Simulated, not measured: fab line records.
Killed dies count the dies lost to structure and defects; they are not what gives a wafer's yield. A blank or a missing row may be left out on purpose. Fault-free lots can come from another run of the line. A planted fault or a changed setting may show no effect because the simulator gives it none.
Problem report in the 8D (eight disciplines) form, filled by code ; flow sky130 ; the parts of the form that need people (team, actions taken, sign-off) are left out

1. WHAT WENT WRONG
Wafers without a fault read 300.1 nm, standard deviation 1.4; cd nm at SKY_METAL4_CD_MEAS_13 reads a mean of 313.7 nm on 12 wafers belonging to 4 lots. Relative to the usual mean, that is a shift of +9.7 standard deviations.
The step: target cd 300 nm.
The first sign was on wafer L228.2 at day 45 16:22, on cd sem-02. The record has a number at this step for 33 wafers belonging to 11 lots. The rule behind "out" and "out of limits": a value lying over 4 standard deviations away from the usual mean. The other wafers with a number count as sound.

2. WHAT THIS IS AND IS NOT
question;is;is not
which readings at this step;cd nm;-
which lots;L228, L229, L230, L231;L214, L217, L218, L221, L224, L225, L226
which wafers of those lots;all that have a number;-
read on which gauges;cd sem-01, cd sem-02;-
when;from day 45 16:22;up to then (21 sound wafers)

3. THE SUSPECTS, EACH WITH WHAT RULES IT OUT
Counting: any tool at a process step up to the reading is kept as a suspect provided that every lot that is out went through it and no sound lot did after the first of them.
- the gauge at SKY_METAL4_CD_MEAS_13: ruled out. Those wafers that are out were read across 2 gauges (cd sem-01, cd sem-02).
- krf scanner-01 at SKY_METAL4_EXPOSE_10 (exposes mask MM4, target cd 300 nm): kept. It processed each lot that is out, first L228 at day 45 05:37, and no sound lot thereafter; up to then, the last sound lot it processed was L226 at day 44 19:52. On those wafers its own readings are out: exposure dose mJ cm2.
The count leaves krf scanner-01 at SKY_METAL4_EXPOSE_10.

4. THE CAUSE (what the simulator had put in)
Process parameter drift: krf scanner-01, from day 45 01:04 on, at SKY_METAL4_EXPOSE_10. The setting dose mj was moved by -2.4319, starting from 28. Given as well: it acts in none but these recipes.
This tool alone remained once counting was done.

5. THE CHAIN OF EFFECTS, in route order
Each row: a reading where the mean over the struck wafers with a number is more than 3 standard deviations away from the usual. Readings are gone through only where the record gives a usual standard deviation; hours: the median, over the lots, of the time from a lot's start at the first step in this table giving one to that lot's start at this step; sigmas: the change measured in usual standard deviations.
hours;step;reading;usual;on struck wafers;change;sigmas
0;SKY_METAL4_EXPOSE_10;exposure dose mJ cm2;27.999;25.903;-2.096;-75
10;SKY_METAL4_CD_MEAS_13;cd nm;300.1 nm;313.7;+13.6;+9.7
Here are the process steps it includes:
- SKY_METAL4_EXPOSE_10: exposes mask MM4, target cd 300 nm.

6. HOW IT WOULD HAVE BEEN CAUGHT EARLIER
Counted from the fault's start at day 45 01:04, it took 15 hours until the first out-of-limits reading at a measuring or inspecting step in this record, taken at day 45 16:22.
The tool's own readings at SKY_METAL4_EXPOSE_10 were out on every struck wafer that the step has a row for (exposure dose mJ cm2): an alarm limit on them would have fired on the first of those.
Lots out: 4; of these, L230, L231 started SKY_METAL4_EXPOSE_10 on krf scanner-01 after day 45 16:22. A hold on the tool at that time would have spared those 2.
